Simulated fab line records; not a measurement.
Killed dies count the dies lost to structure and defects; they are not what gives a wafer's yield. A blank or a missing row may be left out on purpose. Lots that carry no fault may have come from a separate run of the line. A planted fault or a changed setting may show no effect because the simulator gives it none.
A single fault, viewed from 2 desks :: flow gf180mcu :: numbers are kept per desk, each desk with only its own; the story behind them comes last

METROLOGY DESK
What the gauges read, lot by lot, whatever tool the lot ran on: means of the sampled wafers that have a number. Marked OUT: a lot whose mean sits more than 4 standard deviations from the usual mean, which makes it out of limits; the brackets give that distance.
Columns: A = M2_ALCU_RS at GF_M2_RS_MEAS_05, usual 0.0693 ohm/sq
lot: L619
first seen here: day 18 13:44
A: 0.0700

lot: L620
first seen here: day 18 14:35
A: 0.0693

lot: L621
first seen here: day 19 06:13
A: 0.0682

lot: L623
first seen here: day 19 23:42
A: 0.0697

lot: L624
first seen here: day 20 01:37
A: 0.0677

lot: L626
first seen here: day 20 23:12
A: 0.0699

lot: L627
first seen here: day 21 08:10
A: 0.0682

lot: L630
first seen here: day 22 10:58
A: 0.0688

lot: L637
first seen here: day 24 20:19
A: 0.0690

lot: L638
first seen here: day 24 21:55
A: 0.0703

lot: L639
first seen here: day 25 06:46
A: 0.0694

lot: L640
first seen here: day 25 17:37
A: 0.0695

lot: L641
first seen here: day 25 19:40
A: 0.0703

lot: L642
first seen here: day 26 03:06
A: 0.0699
This desk found nothing out of limits on any of the 14 lots.

THE TOOL OWNER'S DESK: rie-metal-02
The tool's own readings at GF_M3_METAL_ETCH_16 (etches the open film in Cl2/BCl3, stops on SiO2, target depth 750.8 nm, time 125.1 s): means of the sampled wafers that have a number, for each lot that ran on this tool. Marked OUT: a lot whose mean sits more than 4 standard deviations from the usual mean, which makes it out of limits; the brackets give that distance.
Columns: A = bias-w at GF_M3_METAL_ETCH_16, usual 140.0 W; B = drypump-motor-current-A at GF_M3_METAL_ETCH_16, usual 5.76 A; C = oes-product-au at GF_M3_METAL_ETCH_16, usual 0.990 a.u.; D = throttle-valve-pct at GF_M3_METAL_ETCH_16, usual 28.229 %
lot: L620
first seen here: day 21 18:44
A: 140.4
B: 5.99
C: 0.990
D: 28.230

lot: L621
first seen here: day 22 08:56
A: 140.1
B: 6.02
C: 0.988
D: 28.229

lot: L624
first seen here: day 23 02:01
A: 140.0
B: 6.01
C: 0.986
D: 28.224

lot: L626
first seen here: day 23 22:37
A: 139.5
B: 5.95
C: 0.995
D: 28.225

lot: L627
first seen here: day 24 06:26
A: 139.4
B: 5.96
C: 0.878 (-14) OUT
D: 28.337 (+9.8) OUT

lot: L630
first seen here: day 25 08:11
A: 139.7
B: 6.10
C: 0.915 (-9.5) OUT
D: 28.303 (+6.7) OUT

lot: L641
first seen here: day 28 12:33
A: 140.2
B: 6.05
C: 0.997
D: 28.226
This desk's verdict: out of limits on L627, L630, starting with L627 at day 24 06:26 (oes-product-au at GF_M3_METAL_ETCH_16). Within limits: L620, L621, L624, L626, L641.

PUT TOGETHER
An alarm could have come from the tool owner's desk at day 24 06:26, on L627, L630.
From the metrology desk's view, nothing was out of limits.
The metrology desk has L627, L630 on record, within its limits.
Every lot named ran GF_M3_METAL_ETCH_16 on rie-metal-02.

WHAT THE SIMULATOR HAD INSERTED
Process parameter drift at GF_M3_METAL_ETCH_16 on rie-metal-02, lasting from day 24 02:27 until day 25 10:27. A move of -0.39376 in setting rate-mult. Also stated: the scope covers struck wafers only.
Struck lots among those shown: L627, L630.
How many hours passed from the start of the fault until each desk's first out-of-limits reading: the tool owner's desk, 4.
